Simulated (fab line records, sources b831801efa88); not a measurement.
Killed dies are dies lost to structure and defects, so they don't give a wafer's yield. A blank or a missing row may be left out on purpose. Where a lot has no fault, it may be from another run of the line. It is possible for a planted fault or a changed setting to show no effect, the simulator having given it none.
A struck lot beside a sound one ; flow sky130 ; 15 out of 708 route steps
Sound: wafers L162.1, L162.3, L162.6. Wafers struck: L174.1, L174.4, L174.6. The cause is named last.
Per side, at each step with rows, come the tool, then ch with its chambers, and then its first start. Under that, the readings that differ: sound wafers ; struck wafers ; difference of the means ; sigmas: that difference in standard deviations of wafers without a fault.
alike: readings with means less than 2 such deviations apart, plus words and numbers identical on both sides. not compared: withheld readings, readings lacking a value on some wafer, bounds such as >300 that could conceal the same value, and numbers that have no deviation in the record and whose values overlap.
The two part at a step that has a row with sigmas, a row that says differs or no value, or rows on one side only. When numbers do not overlap yet have no deviation, they are printed without sigmas and do not part them. Lack of a reading on every wafer of one side parts them only where that side has two or more wafers.

first, 1 step without rows for these wafers: SKY_SONOS_ONO_CVD_04 (deposits SiO2 from SiH4/N2O, target thk 5.7199 nm).
SKY_SONOS_ONO_THK_MEAS_05:
  struck on film metro-02, day 17 05:42; sound on film metro-01, day 13 06:20
  alike: SONOS_ONO_CVD_04_THK
then, 7 steps without rows for these wafers: SKY_SONOS_ONO_DEHYDRATE_06 (time 60 s); SKY_SONOS_ONO_HMDS_07 (prime time 60 s); SKY_SONOS_ONO_COAT_08 (resist thk 1140 nm); SKY_SONOS_ONO_SOFTBAKE_09 (time 60 s); SKY_SONOS_ONO_EXPOSE_10 (exposes mask ONOM, target cd 410 nm); SKY_SONOS_ONO_PEB_11; SKY_SONOS_ONO_DEVELOP_12 (develop time 60 s).
SKY_SONOS_ONO_CD_MEAS_13: target cd 410 nm.
  struck on cd sem-02, day 18 10:44; sound on cd sem-02, day 14 07:29
reading;sound;struck;difference;sigmas
cd nm (nm);412.7 413.8 412.6;407.6 405.9 407.3;-6.1;-3
SKY_SONOS_ONO_OVL_MEAS_14:
  struck on overlay-02, day 18 10:51; sound on overlay-02, day 14 07:36
  alike: SONOS_ONO_OVL
SKY_SONOS_ONO_ETCH_15: etches the open film in CHF3/O2, target depth 19.52 nm, time 7.8 s.
  sound on rie diel-01 ch 0,1,3, day 14 07:38; struck on rie diel-03 ch 1,3, day 18 10:53
  alike: chamber pressure mTorr, drypump motor current A, oes product au, throttle valve pct
  not compared: rf hours counter h
SKY_SONOS_ONO_WET_ETCH_16: etches SiO2 in dHF, target depth 14 nm, time 280 s.
  sound on wet bench-02 ch 3, day 14 07:40; struck on wet bench-03 ch 1, day 18 10:54
reading;sound;struck;difference;sigmas
run length s (s);305 305 305;277 277 277;-28;-8
SKY_SONOS_ONO_STRIP_17: strips in O2/N2.
  sound on plasma asher-03 ch 0,1, day 14 07:44; struck on plasma asher-03 ch 0, day 18 10:59
reading;sound;struck;difference;sigmas
strip time to endpoint s (s);14.10 14.13 14.13;14.02 13.95 13.98;-0.14;-4
  alike: chamber pressure mTorr, drypump motor current A, o2 flow sccm, oes product au
  not compared: rf hours counter h
-- here the record skips 31 days between the struck wafers' starts before and after, leaving off in module SONOS_ONO and picking up in module PAD_OPEN (first step shown: number 708 of the route) --
SKY_PAD_OPEN_PROBE_99:
  struck on prober-02, day 49 20:59; sound on prober-01, day 47 04:57
reading;sound;struck;difference;sigmas
killed at front end;12 9 12;22 19 22;+10;+2
  alike: killed_at_M0_to_M3, killed_at_M4_up, killed at contacts, killed at other, killed dies, killed open, killed short

## WHERE THEY PART
Earliest at SKY_SONOS_ONO_CD_MEAS_13; latest, in this record, at SKY_PAD_OPEN_PROBE_99.

WHY: what had been put in by the simulator
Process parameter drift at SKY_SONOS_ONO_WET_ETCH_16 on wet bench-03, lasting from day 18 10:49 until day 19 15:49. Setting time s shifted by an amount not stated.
